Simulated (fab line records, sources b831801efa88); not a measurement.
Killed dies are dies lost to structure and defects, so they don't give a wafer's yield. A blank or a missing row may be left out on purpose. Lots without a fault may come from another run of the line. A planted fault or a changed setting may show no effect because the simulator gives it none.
Which tool did it? | flow sky130 | 11 lots, 33 wafers sampled, at 5 steps of a route of 708

WHAT THE GAUGES READ, wafer by wafer
SKY_METAL2_CD_MEAS_15: target cd 140 nm.
lot  | measured     | on        | cd_nm (nm)
L642 | day 34 23:06 | cd_sem-02 | 140.1 139.0 139.6
L644 | day 35 21:26 | cd_sem-01 | 139.2 138.4 138.3
L648 | day 37 05:06 | cd_sem-02 | 140.4 140.2 141.1
L649 | day 37 09:04 | cd_sem-01 | 138.3 - 140.4
L650 | day 37 21:34 | cd_sem-01 | - 138.2 -
L655 | day 39 12:01 | cd_sem-01 | 138.7 139.0 139.4
L660 | day 41 00:20 | cd_sem-01 | 141.1 141.2 141.3
L661 | day 41 05:52 | cd_sem-01 | 138.2 137.9 138.0
L662 | day 41 10:13 | cd_sem-01 | 139.6 141.5 140.7
L663 | day 41 12:43 | cd_sem-02 | 141.8 141.5 142.3
L664 | day 41 17:27 | cd_sem-01 | 138.2 138.7 137.6

WHICH TOOL RAN EACH LOT (tool, then ch and the chambers of the sampled wafers, then the start)
lot  | SKY_VIA1_ETCH_15                   | SKY_VIA1_STRIP_16                    | SKY_METAL2_SPUTTER_01        | SKY_METAL2_EXPOSE_12
L642 | rie_diel-03 ch 0,1,2, day 33 19:26 | plasma_asher-03 ch 0,1, day 33 19:28 | pvd_sputter-03, day 33 20:43 | krf_scanner-01 ch 0, day 34 10:18
L644 | rie_diel-04 ch 0,1,2, day 34 17:26 | plasma_asher-03 ch 0,1, day 34 17:31 | pvd_sputter-01, day 34 18:46 | krf_scanner-02 ch 0, day 35 08:52
L648 | rie_diel-03 ch 0,1, day 36 01:24   | plasma_asher-02 ch 0,1, day 36 01:29 | pvd_sputter-02, day 36 02:42 | krf_scanner-01 ch 0, day 36 16:19
L649 | rie_diel-01 ch 0,1,3, day 36 05:38 | plasma_asher-04 ch 0,1, day 36 05:41 | pvd_sputter-02, day 36 06:59 | krf_scanner-01 ch 0, day 36 20:19
L650 | rie_diel-04 ch 0,1, day 36 17:54   | plasma_asher-02 ch 0,1, day 36 17:57 | pvd_sputter-01, day 36 19:14 | krf_scanner-01 ch 0, day 37 08:44
L655 | rie_diel-04 ch 0,1,2, day 38 09:02 | plasma_asher-02 ch 0,1, day 38 09:05 | pvd_sputter-01, day 38 10:23 | krf_scanner-02 ch 0, day 38 23:05
L660 | rie_diel-04 ch 0,1,3, day 39 22:20 | plasma_asher-03 ch 0,1, day 39 22:25 | pvd_sputter-01, day 39 23:37 | krf_scanner-02 ch 0, day 40 12:07
L661 | rie_diel-01 ch 2,3, day 40 04:39   | plasma_asher-04 ch 0,1, day 40 04:42 | pvd_sputter-02, day 40 05:59 | krf_scanner-02 ch 0, day 40 17:38
L662 | rie_diel-04 ch 0,1,3, day 40 08:36 | plasma_asher-02 ch 0,1, day 40 08:39 | pvd_sputter-01, day 40 09:56 | krf_scanner-01 ch 0, day 40 22:21
L663 | rie_diel-03 ch 0,2,3, day 40 10:31 | plasma_asher-04 ch 0,1, day 40 10:35 | pvd_sputter-02, day 40 11:53 | krf_scanner-02 ch 0, day 41 00:50
L664 | rie_diel-04 ch 0,2, day 40 15:06   | plasma_asher-04 ch 0,1, day 40 15:09 | pvd_sputter-02, day 40 16:26 | krf_scanner-01 ch 0, day 41 05:37
- SKY_VIA1_ETCH_15: etches SiO2 in C4F8/O2/Ar, stops on TiN, target depth 351 nm, time 54 s.
- SKY_VIA1_STRIP_16: strips in O2/N2.
- SKY_METAL2_SPUTTER_01: material TiN, target thk 20 nm, time 16.7 s.
- SKY_METAL2_EXPOSE_12: exposes mask MM2, target cd 140 nm.

THE ANSWER, worked out from the rows above alone
Rule: what is usual is taken from the lots themselves. Put in order of their means at a reading, lots are off if they are a third of the lots or fewer, leave a main group of 4 or more, and stand apart from it by a gap of 3 or more times the standard deviation of the main group's means; of several such gaps the widest counts. A main group whose means are all the same, to the digits that the tables above print for the reading, isn't used. A lot without any number at a reading at which 4 lots or more have one is off too. The other lots that the step has rows for count as sound.
No lot is off at any reading shown: from this, nothing can be told.

WHAT THE SIMULATOR HAD PUT IN
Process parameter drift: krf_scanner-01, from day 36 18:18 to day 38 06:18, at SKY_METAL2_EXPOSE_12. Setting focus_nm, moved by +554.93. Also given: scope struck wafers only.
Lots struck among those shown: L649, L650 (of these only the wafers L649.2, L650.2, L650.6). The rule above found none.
